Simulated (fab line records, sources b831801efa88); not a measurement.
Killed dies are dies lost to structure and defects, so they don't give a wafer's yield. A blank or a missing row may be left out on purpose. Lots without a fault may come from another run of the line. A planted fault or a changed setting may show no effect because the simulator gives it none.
A struck lot beside a sound one | flow sky130 | 22 steps out of a route of 708
Sound: wafers L468.1, L468.2, L468.3. Struck: wafers L483.1, L483.2, L483.6. The cause comes at the end.
At each step with rows: each side's tool, then ch and its chambers, then its first start. Under that, the readings that differ: sound wafers | struck wafers | difference of the means | sigmas: that difference in standard deviations of wafers without a fault.
alike: readings whose means differ by less than 2 such deviations, and words and numbers that are the same on both sides. not compared: withheld readings, readings that some wafer has no value for, bounds like >300 that may hide the same value, and numbers for which the record gives no deviation and whose values overlap.
The two part at a step that has a row with sigmas, a row that says differs or no value, or rows on one side only. Numbers that don't overlap but have no deviation are shown without sigmas and don't part them. A reading that every wafer of one side lacks parts them only if that side has two wafers or more.

SKY_METAL3_SPUTTER_00: material Ti, target thk 15 nm, time 10 s.
  sound on pvd_sputter-03, day 38 04:47; struck on pvd_sputter-02, day 42 09:45
  alike: throttle_valve_pct
then, 1 step without rows for these wafers: SKY_METAL3_SPUTTER_01 (material TiN, target thk 20 nm, time 16.7 s).
SKY_METAL3_SPUTTER_02: material AlCu, target thk 735 nm, time 39.1 s.
  sound on pvd_sputter-03, day 38 04:50; struck on pvd_sputter-02, day 42 09:48
  alike: throttle_valve_pct
then, 1 step without rows for these wafers: SKY_METAL3_SPUTTER_03 (material Ti, target thk 5 nm, time 3.3 s).
SKY_METAL3_SPUTTER_04: material TiN, target thk 70 nm, time 58.3 s.
  sound on pvd_sputter-03, day 38 04:53; struck on pvd_sputter-02, day 42 09:52
  alike: throttle_valve_pct
SKY_CAPM_CVD_00: deposits SiO2, target thk 15.5 nm.
  sound on pecvd-04 ch 0,1,2, day 38 04:56; struck on pecvd-01 ch 1,2, day 42 09:55
  alike: heater_power_w
SKY_CAPM_THK_MEAS_01:
  sound on film_metro-03, day 38 04:57; struck on film_metro-03, day 42 09:56
  alike: CAPM_CVD_00_THK
SKY_CAPM_SPUTTER_02: material TiN, target thk 200 nm, time 166.7 s.
  sound on pvd_sputter-02, day 38 05:01; struck on pvd_sputter-01, day 42 10:00
  alike: throttle_valve_pct
SKY_CAPM_RS_MEAS_03: measures by four-point-probe.
  sound on film_metro-04, day 38 05:07; struck on film_metro-03, day 42 10:07
  alike: CAPM_TIN_RS
SKY_CAPM_THK_MEAS_04: measures by xrf.
  sound on film_metro-04, day 38 05:14; struck on film_metro-03, day 42 10:14
  alike: CAPM_TIN_THK
then, 2 steps without rows for these wafers: SKY_CAPM_DEHYDRATE_05 (time 60 s); SKY_CAPM_HMDS_06 (prime time 60 s).
SKY_CAPM_COAT_07: resist thk 1140 nm.
  sound on litho_track-01 ch 0, day 38 17:29; struck on litho_track-02 ch 0, day 42 20:49
  reading                                   | sound                | struck               | difference | sigmas
  resist_line_temp_C (C)                    | 23.09 23.12 23.12    | 22.88 22.82 23.01    | -0.21      | -2
  spin_speed_rpm (rpm)                      | 3000.7 2998.4 3001.1 | 3581.1 3580.0 3586.4 | +582.4     | +99 or more
  model.NOVOLAK_of_CAPM_COAT_07.thk_nm (nm) | 1140 1142 1145       | 1043 1044 1047       | -98        |
then, 4 steps without rows for these wafers: SKY_CAPM_SOFTBAKE_08 (time 60 s); SKY_CAPM_EXPOSE_09 (exposes mask CAPM, target cd 1000 nm); SKY_CAPM_PEB_10; SKY_CAPM_DEVELOP_11 (develop time 60 s).
SKY_CAPM_OVL_MEAS_12:
  sound on overlay-01, day 39 06:19; struck on overlay-01, day 43 08:47
  alike: CAPM_OVL
SKY_CAPM_METAL_ETCH_13: etches TiN in Cl2/BCl3, stops on SiO2, target depth 220 nm, time 62.9 s.
  sound on rie_metal-04 ch 0,1, day 39 06:21; struck on rie_metal-03 ch 0,1, day 43 08:49
  reading                                   | sound             | struck            | difference | sigmas
  model.NOVOLAK_of_CAPM_COAT_07.thk_nm (nm) | 992.2 992.5 995.4 | 896.5 897.3 902.3 | -94.7      |
  model.CAPM.cd_nm (nm)                     | 1001 1004 1001    | 989 990 989.3     | -13        |
  alike: bcl3_flow_sccm, drypump_motor_current_A, he_backside_leak_sccm, oes_product_au, throttle_valve_pct
  not compared: rf_hours_counter_h
SKY_CAPM_STRIP_14: strips in O2/N2.
  sound on plasma_asher-01 ch 0,1, day 39 06:26; struck on plasma_asher-03 ch 0,1, day 43 08:53
  reading                      | sound             | struck            | difference | sigmas
  strip_time_to_endpoint_s (s) | 12.64 12.64 12.68 | 11.51 11.53 11.59 | -1.11      | -25
  alike: drypump_motor_current_A, oes_product_au
  not compared: rf_hours_counter_h
then, 1 step without rows for these wafers: SKY_CAPM_STRIP_15 (strips in post etch residue remover, time 1200 s).
-- the record jumps here: 7 days lie between the struck wafers' starts before and after (it left off in module CAPM and takes up again in module PAD_OPEN, whose first step shown is number 708 of the route) --
SKY_PAD_OPEN_PROBE_99:
  sound on prober-02, day 47 05:53; struck on prober-01, day 50 11:11
  reading               | sound       | struck      | difference | sigmas
  sort_bin_6_memory (%) | 7.3 7.3 7.7 | 5.1 5.5 4.7 | -2.3       | -2
  alike: defect_limited_yield, killed_at_M0_to_M3, killed_at_M4_up, killed_at_contacts, killed_at_front_end, killed_at_other, killed_dies, killed_open, killed_short, sort_bin_3_pad_short, sort_bin_5_function, sort_n_pass, sort_yield_pct

WHERE THEY PART
First at SKY_CAPM_COAT_07; last, within this record, at SKY_PAD_OPEN_PROBE_99.

WHY: what the simulator had put in
Process parameter drift: litho_track-02, from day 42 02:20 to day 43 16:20, at SKY_CAPM_COAT_07. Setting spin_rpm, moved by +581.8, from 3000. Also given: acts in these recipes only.
